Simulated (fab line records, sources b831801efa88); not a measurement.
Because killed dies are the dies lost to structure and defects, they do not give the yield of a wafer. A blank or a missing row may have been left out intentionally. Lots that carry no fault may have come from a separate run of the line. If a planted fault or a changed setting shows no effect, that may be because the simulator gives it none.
The same fault as seen by 2 desks + flow gf180mcu + every desk sees just its own numbers, and what lay behind them comes last

== DESK OF THE TOOL OWNER: implanter-03 ==
For each lot that ran on this tool, the mean over its sampled wafers that have a number, from the tool's own readings at GF_PSD_IMPLANT_09. Marked OUT: a lot whose mean sits more than 4 standard deviations from the usual mean, which makes it out of limits; the brackets give that distance.
Columns: A = beam energy keV at GF_PSD_IMPLANT_09, usual 40.000
| lot  | first seen here | A                |
|------|-----------------|------------------|
| L573 | day 15 22:48    | 39.990           |
| L574 | day 16 07:34    | 39.998           |
| L578 | day 18 04:07    | 40.594 (+46) OUT |
| L579 | day 18 15:56    | 40.575 (+44) OUT |
This desk finds L578, L579 out of limits, L578 being first, at day 18 04:07 (beam energy keV at GF_PSD_IMPLANT_09). L573, L574 stayed within limits.

== AT THE METROLOGY DESK ==
What the gauges read for every lot (on any tool): the sampled wafers with a number, averaged. Marked OUT: a lot whose mean sits more than 4 standard deviations from the usual mean, which makes it out of limits; the brackets give that distance.
Columns: A = NSD_TW at GF_NSD_TW_MEAS_12, usual 4273; B = cd nm at GF_PSD_CD_MEAS_07, usual 400.3 nm; C = PSD_OVL at GF_PSD_OVL_MEAS_08, usual 1.0 nm
| lot  | first seen here | A    | B     | C    |
|------|-----------------|------|-------|------|
| L573 | day 15 00:36    | 4271 | 399.9 | 0.5  |
| L574 | day 15 09:43    | 4250 | 397.8 | 1.3  |
| L578 | day 17 04:27    | 4335 | 398.6 | 2.0  |
| L579 | day 17 16:19    | 4294 | 400.3 | -0.2 |
| L586 | day 19 16:23    | 4209 | 396.8 | 2.6  |
| L591 | day 21 06:35    | 4332 | 402.6 | 0.9  |
Result from this desk: across the 6 lots, nothing is out of limits.

== PUT TOGETHER ==
An alarm could have come from the tool owner's desk at day 18 04:07, on L578, L579.
From the metrology desk's view, nothing was out of limits.
The metrology desk has L578, L579 on record, within its limits.
GF_PSD_IMPLANT_09 was run on implanter-03 by each of the lots named.

== WHAT WAS PUT IN BY THE SIMULATOR ==
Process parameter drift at GF_PSD_IMPLANT_09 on implanter-03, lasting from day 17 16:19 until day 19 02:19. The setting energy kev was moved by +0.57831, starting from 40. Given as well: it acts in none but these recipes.
Struck lots among those shown: L578, L579.
Hours from the fault's start to each desk's first reading out of limits: the tool owner's desk, 12.
